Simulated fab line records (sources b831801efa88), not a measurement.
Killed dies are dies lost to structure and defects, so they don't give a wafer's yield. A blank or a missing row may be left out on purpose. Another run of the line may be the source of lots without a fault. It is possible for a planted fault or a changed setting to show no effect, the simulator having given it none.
Comparing a struck lot with a sound one ; flow sky130 ; 44 out of 708 route steps
Sound: these wafers, L204.1, L204.4, L204.5. Struck: wafer L214.2 (left out: L214.4, L214.5 of the same lot, which were not struck); the cause appears at the end.
At each step with rows: each side's tool, then ch and its chambers, then its first start. Under that, the readings that differ: sound wafers ; struck wafers ; difference of the means ; sigmas: that difference in standard deviations of wafers without a fault.
alike: a reading whose means differ by less than 2 such deviations, as well as words and numbers matching on both sides. not compared: withheld readings; readings where some wafer has no value; bounds like >300 that might hide an equal value; numbers whose values overlap and for which the record gives no deviation.
A row with sigmas, a row that says differs or no value, or rows on one side alone: a step with any of these is where the two part. Non-overlapping numbers with no deviation appear without sigmas and do not part them. Lack of a reading on every wafer of one side parts them only where that side has two or more wafers.

first, 1 step without rows for these wafers: SKY_VIA2_SPUTTER_20 (material TiN, target thk 20 nm, time 80 s).
SKY_VIA2_CVD_21: deposits W, target thk 420 nm, time 126.4 s.
  sound on cvd_w-02 ch 1, day 37 01:05; struck on cvd_w-01 ch 1, day 40 05:21
  alike: heater_power_w
SKY_VIA2_RS_MEAS_22: uses a four-point probe to measure.
  struck on film_metro-04, day 40 05:30; sound on film_metro-04, day 37 01:13
  alike: VIA2_W_RS
SKY_VIA2_THK_MEAS_23: measures by xrf.
  struck on film_metro-04, day 40 05:37; sound on film_metro-04, day 37 01:20
  alike: VIA2_W_THK
then, 2 steps without rows for these wafers: SKY_VIA2_CMP_24 (polishes, stops on SiO2, t overpolish 20 s, target thk 0 nm); SKY_METAL3_SPUTTER_00 (material Ti, target thk 15 nm, time 10 s).
SKY_METAL3_SPUTTER_01: material TiN, target thk 20 nm, time 16.7 s.
  struck on pvd_sputter-02, day 40 05:59; sound on pvd_sputter-01, day 37 01:43
  alike: throttle_valve_pct
SKY_METAL3_SPUTTER_02: material AlCu, target thk 735 nm, time 39.1 s.
  struck on pvd_sputter-02, day 40 06:01; sound on pvd_sputter-01, day 37 01:45
  alike: throttle_valve_pct
then, 2 steps without rows for these wafers: SKY_METAL3_SPUTTER_03 (material Ti, target thk 5 nm, time 3.3 s); SKY_METAL3_SPUTTER_04 (material TiN, target thk 70 nm, time 58.3 s).
SKY_CAPM_CVD_00: deposits SiO2, target thk 15.5 nm.
  sound on pecvd-04 ch 0,1,2, day 37 01:52; struck on pecvd-02 ch 2, day 40 06:07
  alike: heater_power_w
SKY_CAPM_THK_MEAS_01:
  struck on film_metro-02, day 40 06:09; sound on film_metro-02, day 37 01:53
  alike: CAPM_CVD_00_THK
SKY_CAPM_SPUTTER_02: material TiN, target thk 200 nm, time 166.7 s.
  struck on pvd_sputter-04, day 40 06:12; sound on pvd_sputter-04, day 37 01:56
reading;sound;struck;difference;sigmas
model.TiN_of_CAPM_SPUTTER_02.thk_nm (nm);200.6 198.7 201.7;194.9;-5.4;
  alike: throttle_valve_pct
SKY_CAPM_RS_MEAS_03: uses a four-point probe to measure.
  struck on film_metro-04, day 40 06:20; sound on film_metro-03, day 37 02:03
  alike: CAPM_TIN_RS
SKY_CAPM_THK_MEAS_04: measures by xrf.
  struck on film_metro-04, day 40 06:26; sound on film_metro-03, day 37 02:10
reading;sound;struck;difference;sigmas
CAPM_TIN_THK (nm);198.3 195.4 200.1;189.9;-8.0;-3
then, 7 steps without rows for these wafers: SKY_CAPM_DEHYDRATE_05 (time 60 s); SKY_CAPM_HMDS_06 (prime time 60 s); SKY_CAPM_COAT_07 (resist thk 1140 nm); SKY_CAPM_SOFTBAKE_08 (time 60 s); SKY_CAPM_EXPOSE_09 (exposes mask CAPM, target cd 1000 nm); SKY_CAPM_PEB_10; SKY_CAPM_DEVELOP_11 (develop time 60 s).
SKY_CAPM_OVL_MEAS_12:
  struck on overlay-02, day 41 06:34; sound on overlay-02, day 38 04:40
  alike: CAPM_OVL
SKY_CAPM_METAL_ETCH_13: etches TiN in Cl2/BCl3, stops on SiO2, target depth 220 nm, time 62.9 s.
  sound on rie_metal-02 ch 0,1, day 38 04:42; struck on rie_metal-01 ch 1, day 41 06:36
reading;sound;struck;difference;sigmas
oes_product_au (a.u.);0.941 0.933 0.941;0.922;-0.016;-2
model.CAPM.feature_depth_nm (nm);200.6 198.7 201.7;194.9;-5.4;
model.etch.depth_nm (nm);200.6 198.7 201.7;194.9;-5.4;
  alike: drypump_motor_current_A, throttle_valve_pct
  not compared: rf_hours_counter_h
then, 12 steps without rows for these wafers: SKY_CAPM_STRIP_14 (strips in O2/N2); SKY_CAPM_STRIP_15 (strips in post etch residue remover, time 1200 s); SKY_CAPM_CLEAN_16 (cleans in IPA, time 180 s); SKY_CAPM_CLEAN_17 (cleans in O3/DIW); SKY_METAL3_DEHYDRATE_05 (time 60 s); SKY_METAL3_HMDS_06 (prime time 60 s); SKY_METAL3_COAT_07 (resist thk 60 nm); SKY_METAL3_COAT_08 (resist thk 1140 nm); SKY_METAL3_SOFTBAKE_09 (time 90 s); SKY_METAL3_EXPOSE_10 (exposes mask MM3, target cd 300 nm); SKY_METAL3_PEB_11; SKY_METAL3_DEVELOP_12 (develop time 60 s).
SKY_METAL3_CD_MEAS_13: the cd target is 300 nm.
  struck on cd_sem-02, day 42 07:42; sound on cd_sem-01, day 39 06:40
  alike: cd_nm
SKY_METAL3_OVL_MEAS_14:
  struck on overlay-01, day 42 07:49; sound on overlay-02, day 39 06:47
  alike: METAL3_OVL
then, 3 steps without rows for these wafers: SKY_METAL3_DESCUM_15 (chemistry O2, time 8 s); SKY_METAL3_ETCH_16 (etches BARC in N2/H2, stops on SiO2, time 88.2 s, target depth 60 nm); SKY_METAL3_ETCH_17 (etches SiO2 in C4F8/O2/Ar, stops on TiN, time 3.9 s, target depth 15 nm).
SKY_METAL3_METAL_ETCH_18: etches the open film in Cl2/BCl3, stops on SiO2, target depth 845 nm, time 183.1 s.
  sound on rie_metal-01 ch 0, day 39 06:58; struck on rie_metal-04 ch 1, day 42 07:59
reading;sound;struck;difference;sigmas
drypump_motor_current_A (A);5.1 5.1 5.1;6.1;+1.0;+3
  alike: oes_product_au, throttle_valve_pct
  not compared: rf_hours_counter_h
SKY_METAL3_STRIP_20: strips in post etch residue remover, time 1200 s.
  sound on wet_bench-03 ch 1, day 39 07:26; struck on wet_bench-04 ch 1, day 42 08:16
reading;sound;struck;difference;sigmas
model.TiN_of_CAPM_SPUTTER_02.thk_nm (nm);199.7 197.9 200.8;194;-5;
  alike: temp_c
-- the record jumps here: 7 days lie between the struck wafers' starts before and after (it left off in module METAL3 and takes up again in module PAD_OPEN, whose first step shown is number 708 of the route) --
SKY_PAD_OPEN_PROBE_99:
  struck on prober-01, day 48 20:33; sound on prober-02, day 46 10:45
reading;sound;struck;difference;sigmas
defect_limited_yield (%);82.9 82.1 80.1;87.4;+5.7;+3
killed_at_M0_to_M3;37 41 47;17;-25;-4
killed_dies;84 88 98;62;-28;-3
killed_open;46 44 57;36;-13;-2
killed_short;37 44 40;21;-19;-4
sort_bin_5_function (%);10.4 11.8 12.4;6.5;-5.0;-4
sort_n_pass;408 404 394;430;+28;+3
sort_yield_pct (%);82.9 82.1 80.1;87.4;+5.7;+3
model.etest.cap_mim.plate_ohm_sq;5.986 6.006 5.936;6.103;+0.127;
  alike: killed_at_M4_up, killed_at_contacts, killed_at_front_end, sort_bin_3_pad_short, sort_bin_6_memory

WHERE THEY PART
First at SKY_CAPM_THK_MEAS_04; last, within this record, at SKY_PAD_OPEN_PROBE_99.

WHY: what had been put in by the simulator
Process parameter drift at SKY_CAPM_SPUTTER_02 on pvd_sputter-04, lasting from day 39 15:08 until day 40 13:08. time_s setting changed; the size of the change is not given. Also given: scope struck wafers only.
